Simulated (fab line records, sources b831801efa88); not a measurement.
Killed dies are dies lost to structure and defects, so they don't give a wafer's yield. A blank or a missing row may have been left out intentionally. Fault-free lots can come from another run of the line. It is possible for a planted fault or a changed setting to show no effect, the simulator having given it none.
Which of the tools did it?	flow sky130	12 lots, 36 wafers sampled, at 4 steps of a route of 708

WHAT EACH GAUGE READ, for each wafer
SKY_PAD_OPEN_BOW_MEAS_13.
lot	measured	on	PAD_OPEN_BOW (um)
L470	day 45 01:32	film_metro-02	64 67 57
L472	day 45 23:35	film_metro-04	40 42 41
L475	day 47 02:49	film_metro-02	57 65 51
L480	day 48 06:41	film_metro-02	34 44 44
L482	day 48 10:38	film_metro-04	62 48 44
L483	day 48 11:01	film_metro-02	35 52 55
L484	day 48 16:14	film_metro-02	31 36 42
L485	day 49 13:59	film_metro-02	35 46 50
L487	day 49 22:37	film_metro-02	49 52 58
L488	day 50 04:29	film_metro-01	32 32 34
L492	day 50 09:35	film_metro-01	37 41 51
L493	day 50 21:22	film_metro-01	34 45 61

TOOL THAT RAN EACH LOT (tool first, then ch and the chambers of the sampled wafers, then the start)
lot	SKY_FIELD_ISO_CLEAN_20	SKY_VIA4_STRIP_13	SKY_PASSIVATION_STRIP_12
L470	wet_bench-03 ch 1, day 2 05:13	plasma_asher-03 ch 0, day 42 00:45	plasma_asher-04 ch 0,1, day 44 01:44
L472	wet_bench-03 ch 0, day 2 15:52	plasma_asher-03 ch 0,1, day 43 01:57	plasma_asher-02 ch 1, day 45 00:59
L475	wet_bench-03 ch 3, day 3 05:23	plasma_asher-03 ch 0,1, day 44 10:48	plasma_asher-04 ch 0,1, day 46 05:41
L480	wet_bench-01 ch 0, day 4 11:07	plasma_asher-02 ch 0,1, day 45 16:24	plasma_asher-04 ch 0,1, day 47 10:38
L482	wet_bench-01 ch 1, day 4 19:49	plasma_asher-02 ch 0,1, day 45 18:09	plasma_asher-01 ch 0,1, day 47 13:47
L483	wet_bench-02 ch 1, day 5 00:34	plasma_asher-02 ch 0,1, day 45 19:36	plasma_asher-01 ch 0,1, day 47 14:08
L484	wet_bench-03 ch 2, day 5 05:50	plasma_asher-03 ch 0,1, day 46 02:17	plasma_asher-02 ch 0,1, day 47 19:59
L485	wet_bench-01 ch 1, day 5 12:28	plasma_asher-03 ch 0,1, day 47 03:27	plasma_asher-02 ch 0,1, day 48 18:32
L487	wet_bench-03 ch 2, day 5 20:56	plasma_asher-02 ch 0,1, day 47 12:41	plasma_asher-02 ch 0,1, day 49 03:44
L488	wet_bench-03 ch 2, day 6 02:32	plasma_asher-01 ch 0,1, day 47 17:21	plasma_asher-04 ch 0,1, day 49 09:17
L492	wet_bench-02 ch 3, day 7 02:17	plasma_asher-03 ch 0,1, day 48 01:33	plasma_asher-01 ch 1, day 49 14:32
L493	wet_bench-03 ch 3, day 7 11:41	plasma_asher-02 ch 0,1, day 48 14:42	plasma_asher-01 ch 0,1, day 50 03:18
- SKY_FIELD_ISO_CLEAN_20: cleans in dHF, time 20 s.
- SKY_VIA4_STRIP_13: strips in O2/N2.
- SKY_PASSIVATION_STRIP_12: strips in O2/N2.

AS READ BY THE TOOLS THEMSELVES (means over the sampled wafers that have a number; for cases with no such wafer, the mark the record gives instead)
SKY_VIA4_STRIP_13.
lot	tool	drypump_motor_current_A (A)	oes_product_au (a.u.)	strip_time_to_endpoint_s (s)
L470	plasma_asher-03	5.86	0.713	12.807
L472	plasma_asher-03	5.83	0.710	12.816
L475	plasma_asher-03	5.82	0.711	12.801
L480	plasma_asher-02	5.24	0.709	12.806
L482	plasma_asher-02	5.24	0.703	12.846
L483	plasma_asher-02	5.26	0.712	12.804
L484	plasma_asher-03	5.80	0.708	12.788
L485	plasma_asher-03	5.83	0.712	12.786
L487	plasma_asher-02	5.27	0.708	12.810
L488	plasma_asher-01	5.58	0.709	12.789
L492	plasma_asher-03	5.85	0.710	12.825
L493	plasma_asher-02	5.39	0.715	12.785

SKY_PASSIVATION_STRIP_12.
lot	tool	drypump_motor_current_A (A)	oes_product_au (a.u.)	strip_time_to_endpoint_s (s)
L470	plasma_asher-04	5.9	0.663	31.50
L472	plasma_asher-02	5.1	0.665	31.65
L475	plasma_asher-04	5.6	0.657	31.43
L480	plasma_asher-04	6.0	0.660	31.59
L482	plasma_asher-01	5.7	0.662	31.61
L483	plasma_asher-01	5.7	0.659	31.69
L484	plasma_asher-02	5.3	0.659	31.49
L485	plasma_asher-02	5.4	0.664	31.63
L487	plasma_asher-02	5.4	0.663	31.61
L488	plasma_asher-04	6.0	0.663	31.63
L492	plasma_asher-01	5.8	0.660	31.48
L493	plasma_asher-01	5.5	0.660	31.53

THE ANSWER, worked out from the rows above alone
Rule: usual is defined by the lots themselves. The widest of any qualifying gaps counts: lots, ordered by their means at a reading, are off when they make up no more than a third of the lots, leave a main group of 4 or more, and stand apart from it by 3 or more times the standard deviation of that group's means. A main group whose means are all the same, to the digits that the tables above print for the reading, isn't used. Also off: a lot with no number at a reading for which 4 or more lots have one. The other lots that the step has rows for count as sound. First the gauges in route order, then the tools' own readings, where a lot's mean is used as printed above. The first step at which some lot is off is used, and at that step the reading that is off furthest; a lot without a number counts as furthest.
Across all readings shown, no lot is off: no conclusion can be drawn from this.

WHAT THE SIMULATOR HAD INSERTED
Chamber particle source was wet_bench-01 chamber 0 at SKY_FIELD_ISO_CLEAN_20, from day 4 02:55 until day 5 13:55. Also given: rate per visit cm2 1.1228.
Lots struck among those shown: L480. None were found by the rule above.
